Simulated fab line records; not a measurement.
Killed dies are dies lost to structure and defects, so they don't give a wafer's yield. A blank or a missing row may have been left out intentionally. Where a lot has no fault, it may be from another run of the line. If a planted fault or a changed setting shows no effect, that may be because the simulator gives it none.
fab line records	flow sfq-line
[record] lots = 6	wafers = 18	last-day = 92
route steps=325 shown I4@167 JJ@178 M5@198 M8@325
lots with no fault: from the same line, run without faults
start-h: hours from the record's opening day to when the first of the lot's shown wafers began	wait-h: time in hours since the lot's previous step	" repeats the value in the row above	L1.1+2: several wafers, shown together as one row	- either no value or no given start	* or withheld: withheld	< > ~ a bound
route shown NAME@n: a module of which the file shows steps, and the number in the route of the first	usual: the fault-free wafers' mean and standard deviation	same: alike in all rows	chamber/n: place in a boat	sites: per-site readings	_std_site: how widely they spread, as a standard deviation	_edge_site: the outer-site mean with the inner-site mean subtracted	radius-mm: for every site, how far away it sits from the centre of the wafer	mask NAME#n: copy n	behind: the most recent tool/chamber to have shaped the wafer	hold: what put the lot on hold/how long, in hours/how the hold closed	device: the transistor (n, p or np) that didn't switch	end of line: at the end of the route, the tests of the same wafers	a step given without rows: its recipe and nothing more	killed: not the wafer's yield, but the dies lost to structure and defects at the first sort	map: shows each die of a wafer: x if killed, . if not, _ if none is there
set.NAME: the run value of the setting; set.NAME@STEP: its run value at that earlier step	model.NAME: the simulator's own value behind a step, which no gauge read
lots seen at some steps along the route; tables by step, rows by wafer
services: from which hour (start-h, from the record's first day; less than 0 if before it) a tool's chamber was out of use, for how many hours, and why
[[steps]]
[step SFQ_TRILAYER_I4_VIA_LITHO_COAT_108]
[recipe] resist = BARC	spin-rpm = 3000	resist-thk-nm = 62
[step SFQ_TRILAYER_I4_VIA_LITHO_COAT_103]
[recipe] resist = KrF	spin-rpm = 3000	resist-thk-nm = 650
[step SFQ_TRILAYER_I4_VIA_LITHO_SOFTBAKE_107]
[recipe] temp-c = withheld	time-s = withheld	resist = KrF
[step SFQ_TRILAYER_I4_VIA_LITHO_EXPOSE_104]
[recipe] mask-id = I4	na = 0.6	source-shape = conventional	sigma-outer = 0.65	target-cd-nm = 700	dose-mj = 21.3
[step SFQ_TRILAYER_I4_VIA_LITHO_PEB_106]
[recipe] peb-temp-c = 115	peb-time-s = 60	resist = KrF
[step SFQ_TRILAYER_I4_VIA_LITHO_DEVELOP_105]
[recipe] time-s = 60	resist = KrF
[step SFQ_I4_OVL_MEAS_928]
[usual] I4_OVL = -3/6.4
lot.wafer	tool	chamber	start-h	wait-h	I4_OVL[nm]
L774.4	overlay-02	-	1430.23	0.1	-3
L774.5	"	-	"	"	-1
L774.6	"	-	"	"	-4
L782.3	overlay-02	-	1491.67	0.1	-7
L782.5	"	-	"	"	-2
L782.6	"	-	"	"	-11
L784.1	overlay-01	-	1510.86	0.1	8
L784.2	"	-	"	"	5
L784.4	"	-	"	"	5
L787.1	overlay-01	-	1545.36	0.1	-6
L787.2	"	-	"	"	3
L787.6	"	-	"	"	1
L794.3	overlay-01	-	1601.92	0.1	8
L794.4	"	-	"	"	2
L794.5	"	-	"	"	5
L795.2	overlay-01	-	1604.32	0.1	0
L795.4	"	-	"	"	4
L795.6	"	-	"	"	-4
[step SFQ_TRILAYER_I4_VIA_BARC_OPEN_VIA_ETCH_146]
[recipe] mask-material = PR	chemistry = O2	target-depth-nm = 125	target = BARC	source-w = 500	bias-w = 80	pressure-mtorr = 30	time-s = 41.7
[usual] drypump-motor-current-A = 6.0/0.39	oes-product-au = 0.685/0.0044
lot.wafer	tool	chamber	start-h	wait-h	drypump-motor-current-A	oes-product-au	rf-hours-counter-h
L774.4	rie-diel-03	1	1430.25	0.0	5.9	0.690	10
L774.5	"	3	"	"	5.5	0.686	-
L774.6	"	0	"	"	6.2	0.684	-
L782.3	rie-diel-01	0	1491.70	0.0	5.6	0.691	14
L782.5	"	3	"	"	6.3	0.686	-
L782.6	"	0	"	"	5.6	0.687	-
L784.1	rie-diel-01	0	1510.90	0.0	5.6	0.681	15
L784.2	"	2	"	"	5.9	0.691	0
L784.4	"	3	"	"	6.4	0.693	18
L787.1	rie-diel-01	1	1545.40	0.0	6.7	0.691	18
L787.2	"	0	"	"	5.6	0.687	15
L787.6	"	2	"	"	5.9	0.684	-
L794.3	rie-diel-01	3	1601.95	0.0	6.4	0.688	19
L794.4	"	2	"	"	5.9	0.691	1
L794.5	"	1	"	"	6.7	0.688	-
L795.2	rie-diel-04	0	1604.35	0.0	5.8	0.688	17
L795.4	"	3	"	"	6.1	0.683	6
L795.6	"	3	"	"	6.1	0.688	-
[step SFQ_TRILAYER_I4_VIA_ETCH_VIA_ETCH_106]
[recipe] target = SiO2	stop-on = Nb	mask-material = PR	taper-deg = 20	chemistry = CHF3	target-depth-nm = 260	source-w = 500	bias-w = 80	pressure-mtorr = 30	time-s = withheld
[step SFQ_TRILAYER_I4_VIA_STRIP_STRIP_107]
[recipe] gas = O2	power-w = 200	platen-temp-c = 40	overash-fraction = 0.65	chemistry = O2	pressure-mtorr = 50
[step SFQ_TRILAYER_I4_VIA_STRIP_SOLV_CLEAN_108]
[recipe] chemistry = NMP	temp-c = 70	time-s = 600
[step SFQ_TRILAYER_JJ_TRILAYER_DEP_PRE_CLEAN_113]
[recipe] gas = Ar	time-s = 22.5	bias-v = 250
[step SFQ_TRILAYER_JJ_TRILAYER_DEP_SPUTTER_109]
[recipe] material = Nb	base-pressure-pa = 1.33e-06	chamber-pressure-pa = 0.1333	substrate-temp-c = 20	target-thk-nm = 150	power-w = 2000	time-s = 100
[usual] cathode-dc-power-W = 2000.0/0.37	chamber-pressure-pa = 0.13333/0.00028	throttle-valve-pct = 29.9/0.93
lot.wafer	tool	chamber	start-h	wait-h	cathode-dc-power-W	chamber-pressure-pa	throttle-valve-pct	model.Nb_of_TRILAYER_JJ_TRILAYER_DEP_SPUTTER_109.thk-nm
L774.4	pvd-sputter-04	-	1431.21	0.0	1999.6	0.13327	28.9	150
L774.5	"	-	"	"	1999.4	0.13385	30.7	148.9
L774.6	"	-	"	"	2000.1	0.13374	28.8	150.4
L782.3	pvd-sputter-04	-	1492.65	0.0	2000.2	0.13381	30.4	150.2
L782.5	"	-	"	"	2000.2	0.13337	28.9	151.1
L782.6	"	-	"	"	1999.4	0.13377	30.4	150.3
L784.1	pvd-sputter-04	-	1511.85	0.0	2337.7	0.13306	28.8	175.3
L784.2	"	-	"	"	2000.0	0.13323	29.0	150.5
L784.4	"	-	"	"	1999.9	0.13331	30.5	149.6
L787.1	pvd-sputter-04	-	1546.35	0.0	2000.7	0.1328	28.9	151.7
L787.2	"	-	"	"	2338.4	0.13325	28.8	175.5
L787.6	"	-	"	"	2338.6	0.13347	28.9	175.5
L794.3	pvd-sputter-03	-	1602.91	0.0	1999.8	0.13361	29.4	148.9
L794.4	"	-	"	"	2001.3	0.13354	29.4	149.2
L794.5	"	-	"	"	2000.2	0.13321	31.2	149.8
L795.2	pvd-sputter-06	-	1605.32	0.0	1999.8	0.1334	29.8	152.5
L795.4	"	-	"	"	2000.6	0.13333	31.0	151.1
L795.6	"	-	"	"	1999.9	0.13327	29.1	150.6
[step SFQ_TRILAYER_JJ_TRILAYER_DEP_SPUTTER_110]
[recipe] material = Al	base-pressure-pa = 1.33e-06	target-thk-nm = 8	power-w = 500	time-s = 10	chamber-pressure-pa = 0.4
[step SFQ_TRILAYER_JJ_TRILAYER_DEP_AL_OXIDATION_111]
[recipe] pressure-mbar = 0.014667	oxidation-time-s = 600	temperature-k = 293
[step SFQ_TRILAYER_JJ_TRILAYER_DEP_SPUTTER_112]
[recipe] material = Nb	base-pressure-pa = 1.33e-06	chamber-pressure-pa = 0.1333	substrate-temp-c = 20	target-thk-nm = 170	power-w = 2000	time-s = 113.3
[step SFQ_JJ_RS_MEAS_929]
[recipe] thk-meas-gauge = four-point-probe	reads = Nb_of_TRILAYER_JJ_TRILAYER_DEP_SPUTTER_112
[usual] JJ_NB_RS = 1.047/0.011
lot.wafer	tool	chamber	start-h	wait-h	JJ_NB_RS[ohm/sq]
L774.4	film-metro-04	-	1432.44	0.1	1.053
L774.5	"	-	"	"	1.059
L774.6	"	-	"	"	1.054
L782.3	film-metro-02	-	1493.87	0.1	1.020
L782.5	"	-	"	"	1.025
L782.6	"	-	"	"	1.031
L784.1	film-metro-02	-	1513.03	0.0	1.043
L784.2	"	-	"	"	1.046
L784.4	"	-	"	"	1.046
L787.1	film-metro-04	-	1547.53	0.0	1.044
L787.2	"	-	"	"	1.034
L787.6	"	-	"	"	1.035
L794.3	film-metro-01	-	1604.12	0.1	1.036
L794.4	"	-	"	"	1.044
L794.5	"	-	"	"	1.055
L795.2	film-metro-01	-	1606.52	0.1	1.057
L795.4	"	-	"	"	1.051
L795.6	"	-	"	"	1.050
[step SFQ_TRILAYER_JJ_CE_LITHO_COAT_119]
[recipe] resist = BARC	spin-rpm = 3000	resist-thk-nm = 62
[step SFQ_TRILAYER_JJ_CE_LITHO_COAT_114]
[recipe] resist = KrF	spin-rpm = 3000	resist-thk-nm = 600
[step SFQ_TRILAYER_JJ_CE_LITHO_SOFTBAKE_118]
[recipe] temp-c = withheld	time-s = withheld	resist = KrF
[step SFQ_TRILAYER_JJ_CE_LITHO_EXPOSE_115]
[recipe] mask-id = J5	na = 0.6	source-shape = conventional	sigma-outer = 0.65	target-cd-nm = 700	dose-mj = 14.4
[step SFQ_TRILAYER_JJ_CE_LITHO_PEB_117]
[recipe] peb-temp-c = 115	peb-time-s = 60	resist = KrF
[step SFQ_TRILAYER_JJ_CE_LITHO_DEVELOP_116]
[recipe] time-s = 60	resist = KrF
[step SFQ_JJ_OVL_MEAS_931]
[usual] J5_OVL = 2/6.3
lot.wafer	tool	chamber	start-h	wait-h	J5_OVL[nm]
L774.4	overlay-02	-	1558.58	0.1	-4
L774.5	"	-	"	"	6
L774.6	"	-	"	"	-2
L782.3	overlay-02	-	1568.17	0.1	-10
L782.5	"	-	"	"	-6
L782.6	"	-	"	"	0
L784.1	overlay-02	-	1570.56	0.1	-4
L784.2	"	-	"	"	0
L784.4	"	-	"	"	-2
L787.1	overlay-01	-	1643.00	0.1	13
L787.2	"	-	"	"	5
L787.6	"	-	"	"	10
L794.3	overlay-02	-	1713.82	0.1	6
L794.4	"	-	"	"	2
L794.5	"	-	"	"	4
L795.2	overlay-02	-	1715.01	0.1	2
L795.4	"	-	"	"	10
L795.6	"	-	"	"	8
[step SFQ_TRILAYER_JJ_CE_METRO_MEASURE_117]
[step SFQ_TRILAYER_JJ_CE_BARC_OPEN_RIE_150]
[recipe] mask-material = PR	chemistry = O2	target-depth-nm = 240	target = BARC	icp-w = 600	bias-w = 80	pressure-mtorr = 10	time-s = 80
[usual] drypump-motor-current-A = 5.73/0.24	oes-product-au = 0.538/0.0043
lot.wafer	tool	chamber	start-h	wait-h	drypump-motor-current-A	oes-product-au	rf-hours-counter-h
L774.4	rie-metal-02	1	1559.83	0.4	5.76	0.545	-
L774.5	"	0	"	"	5.92	0.534	-
L774.6	"	1	"	"	5.76	0.536	-
L782.3	rie-metal-01	1	1569.43	0.6	5.70	0.544	-
L782.5	"	0	"	"	5.85	0.543	-
L782.6	"	1	"	"	5.70	0.541	-
L784.1	rie-metal-01	1	1571.89	1.1	5.71	0.539	44
L784.2	"	0	"	"	5.82	0.537	108
L784.4	"	0	"	"	5.84	0.540	-
L787.1	rie-metal-04	0	1644.24	1.0	5.18	0.544	45
L787.2	"	1	"	"	5.36	0.534	31
L787.6	"	0	"	"	5.18	0.540	-
L794.3	rie-metal-02	0	1715.07	0.6	6.04	0.530	-
L794.4	"	1	"	"	5.76	0.545	-
L794.5	"	0	"	"	6.00	0.540	-
L795.2	rie-metal-02	0	1716.24	0.8	5.92	0.538	14
L795.4	"	1	"	"	5.79	0.548	-
L795.6	"	0	"	"	5.97	0.543	-
[step SFQ_TRILAYER_JJ_CE_ETCH_RIE_118]
[recipe] target = Nb	stop-on = Al2O3	mask-material = PR	taper-deg = 13.257	over-etch-frac = 0.15	time-s = 97.7	chemistry = SF6	target-depth-nm = 170	icp-w = 600	bias-w = 80	pressure-mtorr = 10
[usual] drypump-motor-current-A = 5.74/0.24	oes-product-au = 0.990/0.0061
lot.wafer	tool	chamber	start-h	wait-h	drypump-motor-current-A	oes-product-au	rf-hours-counter-h
L774.4	rie-metal-02	1	1559.92	0.1	5.78	0.988	-
L774.5	"	0	"	"	5.99	0.987	-
L774.6	"	1	"	"	5.80	0.988	-
L782.3	rie-metal-01	1	1569.52	0.1	5.70	0.991	-
L782.5	"	0	"	"	5.79	0.994	-
L782.6	"	1	"	"	5.70	0.999	-
L784.1	rie-metal-01	1	1571.99	0.1	5.71	0.997	44
L784.2	"	0	"	"	5.81	0.991	108
L784.4	"	0	"	"	5.81	0.992	-
L787.1	rie-metal-04	0	1644.33	0.1	5.17	0.996	45
L787.2	"	1	"	"	5.32	0.999	31
L787.6	"	0	"	"	5.18	0.998	-
L794.3	rie-metal-02	0	1715.17	0.1	5.99	0.991	-
L794.4	"	1	"	"	5.76	1.001	-
L794.5	"	0	"	"	6.00	0.988	-
L795.2	rie-metal-02	0	1716.33	0.1	5.95	0.989	14
L795.4	"	1	"	"	5.77	0.984	-
L795.6	"	0	"	"	6.02	0.980	-
[step SFQ_TRILAYER_JJ_ANODIZE_ANODIZE_119]
[recipe] current-density-ma-cm2 = withheld	end-current-density-ma-cm2 = withheld	bath-temp-c = withheld
[step SFQ_TRILAYER_JJ_CE_STRIP_STRIP_120]
[recipe] gas = O2	power-w = 200	platen-temp-c = 40	overash-fraction = 0.65	chemistry = O2	pressure-mtorr = 50
[step SFQ_TRILAYER_JJ_CE_STRIP_SOLV_CLEAN_121]
[recipe] chemistry = NMP	temp-c = 70	time-s = 600
[step SFQ_TRILAYER_M5_LITHO_COAT_128]
[recipe] resist = BARC	spin-rpm = 3000	resist-thk-nm = 62
[step SFQ_TRILAYER_M5_LITHO_COAT_123]
[recipe] resist = KrF	spin-rpm = 3000	resist-thk-nm = 600
[step SFQ_TRILAYER_M5_LITHO_SOFTBAKE_127]
[recipe] temp-c = withheld	time-s = withheld	resist = KrF
[step SFQ_TRILAYER_M5_LITHO_EXPOSE_124]
[recipe] mask-id = M5	na = 0.6	source-shape = conventional	sigma-outer = 0.65	target-cd-nm = 700	dose-mj = 14.4
[step SFQ_TRILAYER_M5_LITHO_PEB_126]
[recipe] peb-temp-c = 115	peb-time-s = 60	resist = KrF
[step SFQ_TRILAYER_M5_LITHO_DEVELOP_125]
[recipe] time-s = 60	resist = KrF
[step SFQ_M5_OVL_MEAS_932]
[usual] M5_OVL = -4/6
lot.wafer	tool	chamber	start-h	wait-h	M5_OVL[nm]
L774.4	overlay-01	-	1657.42	0.1	6
L774.5	"	-	"	"	13
L774.6	"	-	"	"	-2
L782.3	overlay-01	-	1673.02	0.1	-5
L782.5	"	-	"	"	-9
L782.6	"	-	"	"	-3
L784.1	overlay-01	-	1677.80	0.1	-3
L784.2	"	-	"	"	-2
L784.4	"	-	"	"	-6
L787.1	overlay-01	-	1749.75	0.1	3
L787.2	"	-	"	"	3
L787.6	"	-	"	"	-3
L794.3	overlay-02	-	1811.93	0.1	-5
L794.4	"	-	"	"	2
L794.5	"	-	"	"	2
L795.2	overlay-01	-	1813.13	0.1	-7
L795.4	"	-	"	"	-4
L795.6	"	-	"	"	-10
[step SFQ_TRILAYER_M5_BARC_OPEN_METAL_ETCH_161]
[recipe] mask-material = PR	chemistry = O2	target-depth-nm = 125	target = BARC	icp-w = 600	bias-w = 80	pressure-mtorr = 10	time-s = 41.7
[usual] drypump-motor-current-A = 5.63/0.23	oes-product-au = 0.685/0.0047
lot.wafer	tool	chamber	start-h	wait-h	drypump-motor-current-A	oes-product-au	rf-hours-counter-h
L774.4	rie-metal-01	0	1657.46	0.0	5.81	0.684	-
L774.5	"	1	"	"	5.72	0.675	-
L774.6	"	0	"	"	5.80	0.683	-
L782.3	rie-metal-03	0	1673.06	0.0	5.59	0.689	-
L782.5	"	1	"	"	5.32	0.690	-
L782.6	"	0	"	"	5.56	0.684	-
L784.1	rie-metal-03	0	1677.84	0.0	5.57	0.685	17
L784.2	"	1	"	"	5.30	0.686	34
L784.4	"	0	"	"	5.57	0.684	-
L787.1	rie-metal-03	0	1749.78	0.0	5.58	0.687	28
L787.2	"	1	"	"	5.32	0.686	45
L787.6	"	1	"	"	5.33	0.692	-
L794.3	rie-metal-03	1	1811.98	0.0	5.32	0.686	-
L794.4	"	0	"	"	5.57	0.686	-
L794.5	"	0	"	"	5.57	0.683	-
L795.2	rie-metal-01	0	1813.16	0.0	5.80	0.680	9
L795.4	"	1	"	"	5.70	0.687	-
L795.6	"	1	"	"	5.69	0.692	-
[step SFQ_TRILAYER_M5_ETCH_METAL_ETCH_126]
[recipe] target = Nb	stop-on = SiO2	mask-material = PR	over-etch-frac = 0.15	time-s = 203.2	chemistry = Cl2/BCl3	target-depth-nm = 265	icp-w = 600	bias-w = 80	pressure-mtorr = 10
[usual] drypump-motor-current-A = 5.63/0.23	oes-product-au = 0.730/0.0056
lot.wafer	tool	chamber	start-h	wait-h	drypump-motor-current-A	oes-product-au	rf-hours-counter-h	model.M5.feature-depth-nm	model.etch.depth-nm
L774.4	rie-metal-01	0	1657.56	0.1	5.81	0.732	-	162.3	150
L774.5	"	1	"	"	5.73	0.729	-	161.3	148.9
L774.6	"	0	"	"	5.84	0.739	-	162.6	150.4
L782.3	rie-metal-03	0	1673.16	0.1	5.56	0.723	-	162.6	150.2
L782.5	"	1	"	"	5.33	0.730	-	163.5	151.1
L782.6	"	0	"	"	5.53	0.729	-	162.7	150.3
L784.1	rie-metal-03	0	1677.90	0.0	5.64	0.793	17	187.5	175.3
L784.2	"	1	"	"	5.30	0.732	34	162.7	150.5
L784.4	"	0	"	"	5.62	0.733	-	161.8	149.6
L787.1	rie-metal-03	0	1749.84	0.0	5.57	0.734	29	163.9	151.7
L787.2	"	1	"	"	5.33	0.793	45	187.9	175.5
L787.6	"	1	"	"	5.33	0.785	-	187.8	175.5
L794.3	rie-metal-03	1	1812.08	0.1	5.29	0.732	-	161.2	148.9
L794.4	"	0	"	"	5.63	0.726	-	161.4	149.2
L794.5	"	0	"	"	5.62	0.736	-	162	149.8
L795.2	rie-metal-01	0	1813.22	0.0	5.80	0.729	9	164.8	152.5
L795.4	"	1	"	"	5.70	0.735	-	163.5	151.1
L795.6	"	1	"	"	5.72	0.726	-	163	150.6
[step SFQ_TRILAYER_M5_STRIP_STRIP_127]
[recipe] gas = O2	power-w = 200	platen-temp-c = 40	overash-fraction = 0.65	chemistry = O2	pressure-mtorr = 50
[usual] drypump-motor-current-A = 5.63/0.23	oes-product-au = 1.000/0.0066
[same] overash-fraction = 0.65
lot.wafer	tool	chamber	start-h	wait-h	drypump-motor-current-A	oes-product-au	rf-hours-counter-h
L774.4	rie-metal-01	0	1657.89	0.3	5.81	1.013	-
L774.5	"	1	"	"	5.73	1.010	-
L774.6	"	0	"	"	5.84	0.997	-
L782.3	rie-metal-03	0	1673.49	0.3	5.56	0.998	-
L782.5	"	1	"	"	5.31	1.003	-
L782.6	"	0	"	"	5.56	0.999	-
L784.1	rie-metal-03	0	1678.09	0.1	5.54	0.997	17
L784.2	"	1	"	"	5.30	0.999	34
L784.4	"	0	"	"	5.59	1.000	-
L787.1	rie-metal-03	0	1750.04	0.1	5.61	0.999	29
L787.2	"	1	"	"	5.33	0.994	46
L787.6	"	1	"	"	5.31	1.001	-
L794.3	rie-metal-03	1	1812.41	0.3	5.31	0.998	-
L794.4	"	0	"	"	5.59	0.991	-
L794.5	"	0	"	"	5.58	0.996	-
L795.2	rie-metal-01	0	1813.41	0.1	5.80	1.006	9
L795.4	"	1	"	"	5.73	0.998	-
L795.6	"	1	"	"	5.73	0.998	-
[step SFQ_TRILAYER_M5_STRIP_SOLV_CLEAN_128]
[recipe] chemistry = NMP	temp-c = 70	time-s = 600
[step SFQ_M8_BOW_MEAS_951]
[recipe] mode = bow
[usual] M8_BOW = 8/12
lot.wafer	tool	chamber	start-h	wait-h	M8_BOW[um]	model.etest.m5.ohm-um	model.etest.i4.link-ohm	model.etest.i5.link-ohm	model.etest.m5.ohm-sq
L774.4	film-metro-04	-	1988.86	0.1	13	1.7	2.181	2.259	1.188
L774.5	"	-	"	"	9	1.716	2.185	2.279	1.197
L774.6	"	-	"	"	9	1.698	2.171	2.268	1.185
L782.3	film-metro-03	-	2028.42	0.0	-22	1.699	2.169	2.276	1.187
L782.5	"	-	"	"	-11	1.688	2.165	2.27	1.18
L782.6	"	-	"	"	-10	1.696	2.172	2.28	1.186
L784.1	film-metro-04	-	2037.98	0.0	-4	1.451	2.001	2.095	1.017
L784.2	"	-	"	"	11	1.691	2.183	2.251	1.184
L784.4	"	-	"	"	9	1.698	2.187	2.262	1.191
L787.1	film-metro-03	-	2047.40	0.0	5	1.677	2.162	2.228	1.175
L787.2	"	-	"	"	2	1.45	1.991	2.078	1.016
L787.6	"	-	"	"	12	1.452	1.984	2.068	1.016
L794.3	film-metro-03	-	2198.57	0.0	14	1.71	2.182	2.271	1.197
L794.4	"	-	"	"	10	1.704	2.173	2.266	1.195
L794.5	"	-	"	"	14	1.7	2.171	2.26	1.19
L795.2	film-metro-01	-	2211.84	0.0	15	1.669	2.158	2.243	1.169
L795.4	"	-	"	"	16	1.683	2.173	2.262	1.179
L795.6	"	-	"	"	9	1.686	2.177	2.268	1.184
[[services]]
tool	chamber	start-h	hours	kind
rie-metal-02	-	1411.80	2.8	pm
pvd-sputter-06	-	1431.13	8.3	repair
pvd-sputter-03	-	1432.65	3.5	repair
rie-diel-04	0	1439.02	8.7	repair
rie-metal-01	-	1455.44	1.6	repair
rie-diel-04	1	1462.33	2.1	repair
rie-diel-01	0	1475.20	3.7	repair
rie-diel-04	0	1476.65	4.2	repair
rie-metal-04	-	1478.09	0.1	repair
rie-metal-01	-	1539.04	2.8	pm
rie-metal-04	-	1558.39	15.6	pm
rie-metal-01	1	1563.84	4.7	repair
rie-metal-04	0	1584.12	15.9	repair
rie-diel-01	1	1586.47	8.0	repair
rie-diel-01	0	1589.69	7.3	repair
pvd-sputter-04	-	1598.63	7.5	repair
rie-diel-01	2	1638.95	6.6	repair
rie-diel-01	0	1639.29	19.2	repair
rie-diel-01	1	1658.12	2.5	repair
rie-metal-04	-	1690.27	1.9	repair
rie-metal-01	-	1698.26	0.3	repair
rie-metal-02	-	1739.97	1.6	repair
rie-metal-01	-	1767.01	1.8	repair
rie-metal-03	-	1796.92	0.3	repair
[[key]]
[first-sign] step = SFQ_TRILAYER_JJ_TRILAYER_DEP_SPUTTER_109	reading = cathode-dc-power-W	direction = up	sigmas = 99+	usual = 2000.0	struck = 2338.2
[effect] step = SFQ_TRILAYER_M5_ETCH_METAL_ETCH_126	reading = oes-product-au	direction = up	sigmas = 11	usual = 0.730	struck = 0.790
[model-effect] step = SFQ_TRILAYER_JJ_TRILAYER_DEP_SPUTTER_109	value = Nb_of_TRILAYER_JJ_TRILAYER_DEP_SPUTTER_109.thk-nm	without = 150.1	struck = 175.4
[model-effect] step = SFQ_TRILAYER_M5_ETCH_METAL_ETCH_126	value = M5.feature-depth-nm	without = 162.4	struck = 187.7
[model-effect] step = SFQ_M8_BOW_MEAS_951	value = etest.m5.ohm-um	without = 1.696	struck = 1.451
met-at SFQ_TRILAYER_JJ_TRILAYER_DEP_SPUTTER_109
struck-wafers L784.1,L787.2,L787.6
[fault] kind = process-parameter-drift	tool = pvd-sputter-04	chamber = -	onset-h = 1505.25	steps = SFQ_TRILAYER_JJ_TRILAYER_DEP_SPUTTER_109	channel = power-w	offset = 337.79	shape = step	end-h = 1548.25	acts-in = these-recipes-only	stated = 2000	scope = struck-wafers-only
